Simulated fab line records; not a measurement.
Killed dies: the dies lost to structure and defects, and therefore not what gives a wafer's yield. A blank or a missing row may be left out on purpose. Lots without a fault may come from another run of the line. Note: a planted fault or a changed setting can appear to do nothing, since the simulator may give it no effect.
Chamber matching / flow gf180mcu / 4 sister chambers for GF_CONTACT_CMP_27 on cmp-01
The step polishes, stops on SiO2, t overpolish 15 s, target thk 0 nm. 14 wafers are shown with their chamber, then 7 later ones without.

WAFERS PAIRED WITH THEIR CHAMBERS
wafer=L408.1; chamber=1; motor current A (A)=12.0; time to endpoint s (s)=77; overpolish run s (s)=15.006
wafer=L408.5; chamber=1; motor current A (A)=12.0; time to endpoint s (s)=76; overpolish run s (s)=14.981
wafer=L408.6; chamber=0; motor current A (A)=11.0; time to endpoint s (s)=75; overpolish run s (s)=14.995
wafer=L413.2; chamber=1; motor current A (A)=13.0; time to endpoint s (s)=68; overpolish run s (s)=14.993
wafer=L413.3; chamber=0; motor current A (A)=11.6; time to endpoint s (s)=71; overpolish run s (s)=15.004
wafer=L413.5; chamber=2; motor current A (A)=10.7; time to endpoint s (s)=71; overpolish run s (s)=14.986
wafer=L414.1; chamber=3; motor current A (A)=10.7; time to endpoint s (s)=72; overpolish run s (s)=15.000
wafer=L414.2; chamber=1; motor current A (A)=12.5; time to endpoint s (s)=76; overpolish run s (s)=15.020
wafer=L414.4; chamber=2; motor current A (A)=10.6; time to endpoint s (s)=72; overpolish run s (s)=15.009
wafer=L418.1; chamber=1; motor current A (A)=12.5; time to endpoint s (s)=75; overpolish run s (s)=14.995
wafer=L418.4; chamber=0; motor current A (A)=11.6; time to endpoint s (s)=70; overpolish run s (s)=15.005
wafer=L418.6; chamber=3; motor current A (A)=10.7; time to endpoint s (s)=72; overpolish run s (s)=15.008
wafer=L421.1; chamber=2; motor current A (A)=10.3; time to endpoint s (s)=75; overpolish run s (s)=14.989
wafer=L421.3; chamber=1; motor current A (A)=12.3; time to endpoint s (s)=81; overpolish run s (s)=14.998

SIGNATURES, as means of the wafers listed above
reading=motor current A; chamber 0=11.400; chamber 1=12.383; chamber 2=10.533; chamber 3=10.700; scatter within a chamber=0.322
reading=time to endpoint s; chamber 0=72.00; chamber 1=75.50; chamber 2=72.67; chamber 3=72.00; scatter within a chamber=3.35
reading=overpolish run s; chamber 0=15.00133; chamber 1=14.99883; chamber 2=14.99467; chamber 3=15.00400; scatter within a chamber=0.0113
Rule: a wafer lies at a distance from a chamber equal to the root of the sum of squares, over the readings, of (its reading less the chamber's mean, divided by the reading's scatter). If the next closest chamber is less than 2 further off than the closest, the wafer can't be placed; otherwise it belongs to the closest. The scatter is the square root of a quotient: the sum, over the shown wafers, of each reading's squared deviation from its chamber's mean, divided by wafers minus chambers.

WAFERS WITH NO CHAMBER GIVEN
wafer=L421.5; motor current A (A)=10.8; time to endpoint s (s)=80; overpolish run s (s)=14.999
wafer=L423.1; motor current A (A)=10.4; time to endpoint s (s)=78; overpolish run s (s)=15.007
wafer=L423.2; motor current A (A)=11.0; time to endpoint s (s)=70; overpolish run s (s)=14.999
wafer=L423.5; motor current A (A)=11.2; time to endpoint s (s)=75; overpolish run s (s)=15.015
wafer=L426.2; motor current A (A)=10.4; time to endpoint s (s)=70; overpolish run s (s)=14.989
wafer=L426.3; motor current A (A)=11.9; time to endpoint s (s)=74; overpolish run s (s)=15.008
wafer=L426.4; motor current A (A)=11.9; time to endpoint s (s)=71; overpolish run s (s)=15.019

CHAMBER TAKEN BY EACH
wafer=L421.5; from the rows above=can't be placed: 2 or 3 or 0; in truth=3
wafer=L423.1; from the rows above=can't be placed: 2 or 3 or 0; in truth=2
wafer=L423.2; from the rows above=can't be placed: 3 or 0 or 2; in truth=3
wafer=L423.5; from the rows above=can't be placed: 0 or 3 or 2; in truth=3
wafer=L426.2; from the rows above=can't be placed: 2 or 3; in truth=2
wafer=L426.3; from the rows above=can't be placed: 1 or 0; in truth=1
wafer=L426.4; from the rows above=can't be placed: 0 or 1 or 3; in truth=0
0 of 7 placed correctly. Not placeable from these rows: 7 (in 7, the candidates include the true chamber). 0 placed wrongly.
